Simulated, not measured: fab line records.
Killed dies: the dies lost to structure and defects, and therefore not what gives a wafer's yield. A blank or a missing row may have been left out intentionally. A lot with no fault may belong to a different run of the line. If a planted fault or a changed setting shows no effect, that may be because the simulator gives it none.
Comparing a struck lot with a sound one -- flow gf180mcu -- 16 steps out of a route of 602
Sound: the wafers L364.2, L364.4, L364.5. Struck: wafer L350.6 (left out: L350.1, L350.5 of the same lot, which were not struck); the cause appears at the end.
Each step with rows lists, per side, the tool, then ch with its chambers, then its first start. Under that, the readings that differ: sound wafers -- struck wafers -- difference of the means -- sigmas: that difference in standard deviations of wafers without a fault.
alike: a reading whose means differ by less than 2 such deviations, as well as words and numbers matching on both sides. not compared: withheld readings; readings where some wafer has no value; bounds like >300 that might hide an equal value; numbers whose values overlap and for which the record gives no deviation.
The two part at a step that has a row with sigmas, a row that says differs or no value, or rows on one side only. When numbers do not overlap yet have no deviation, they are printed without sigmas and do not part them. A reading that every wafer of one side lacks parts them only if that side has two wafers or more.

first, 4 steps without rows for these wafers: GF_M2_SOFTBAKE_10 (time 60 s); GF_M2_EXPOSE_11 (exposes mask Metal2, target cd 280 nm); GF_M2_PEB_12 (peb time 90 s); GF_M2_DEVELOP_13 (develop time 60 s).
GF_M2_CD_MEAS_14: target cd 280 nm.
  sound on cdSem-02 at day 26 15:23; struck on cdSem-02 at day 21 14:28
  alike: cdNm
GF_M2_OVL_MEAS_15:
  sound on overlay-01 at day 26 15:29; struck on overlay-01 at day 21 14:35
  alike: M2_OVL
GF_M2_METAL_ETCH_16: etches the open film in Cl2/BCl3, stops on SiO2, target depth 627.5 nm, time 104.6 s.
  sound on rieMetal-01 ch 0,1, day 26 15:31; struck on rieMetal-01 ch 1, day 21 14:38
  alike: drypumpMotorCurrentA, mfcCl2Sccm, oesProductAu, throttleValvePct
  not compared: rfHoursCounterH
GF_M2_STRIP_17: strips in O2/N2.
  sound on plasmaAsher-03 ch 0,1, day 26 15:38; struck on plasmaAsher-04 ch 1, day 21 14:44
  alike: drypumpMotorCurrentA, heaterPowerW, n2FlowSccm, oesProductAu, stripTimeToEndpointS
  not compared: rfHoursCounterH
then, 3 steps without rows for these wafers: GF_M2_STRIP_18 (strips in post etch residue remover, time 1200 s); GF_M2_CLEAN_19 (cleans in DIW); GF_V2_CVD_00 (deposits SiO2, target thk 600 nm, time 100 s).
GF_V2_THK_MEAS_01:
  sound on filmMetro-04 at day 26 16:15; struck on filmMetro-04 at day 21 15:23
  alike: V2_CVD_00_THK
GF_V2_CVD_02: deposits SiO2 from TEOS, target thk 850 nm, time 94.851 s.
  sound on pecvd-01 ch 1,2, day 26 16:18; struck on pecvd-04 ch 0, day 21 15:26
reading,sound,struck,difference,sigmas
rfFwdPowerW (W),598.7 597.5 594.1,691.8,+95.0,+48
model.SiO2_of_V2_CVD_02.thkNm (nm),853.6 856 855.7,894.2,+39.1,
  alike: heaterPowerW, susceptorTempC
GF_V2_THK_MEAS_03:
  sound on filmMetro-02 at day 26 16:23; struck on filmMetro-02 at day 21 15:31
reading,sound,struck,difference,sigmas
V2_CVD_02_THK (nm),853 856 856,894,+39,+4
GF_V2_CMP_04: polishes SiO2.
  sound on cmp-01 ch 0,2, day 26 16:26; struck on cmp-02 ch 2, day 21 15:43
reading,sound,struck,difference,sigmas
timeToEndpointS (s),79 83 85,99,+17,+3
  alike: motorCurrentA
after that, 1 step had no rows for these wafers: GF_PASSIVATION_PROBE_99.

WHERE THEY PART
Last at GF_V2_CMP_04 as far as this record goes, first at GF_V2_CVD_02.

WHY: whatever the simulator had introduced
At GF_V2_CVD_02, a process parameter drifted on pecvd-04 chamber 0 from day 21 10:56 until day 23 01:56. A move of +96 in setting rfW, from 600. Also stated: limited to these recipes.
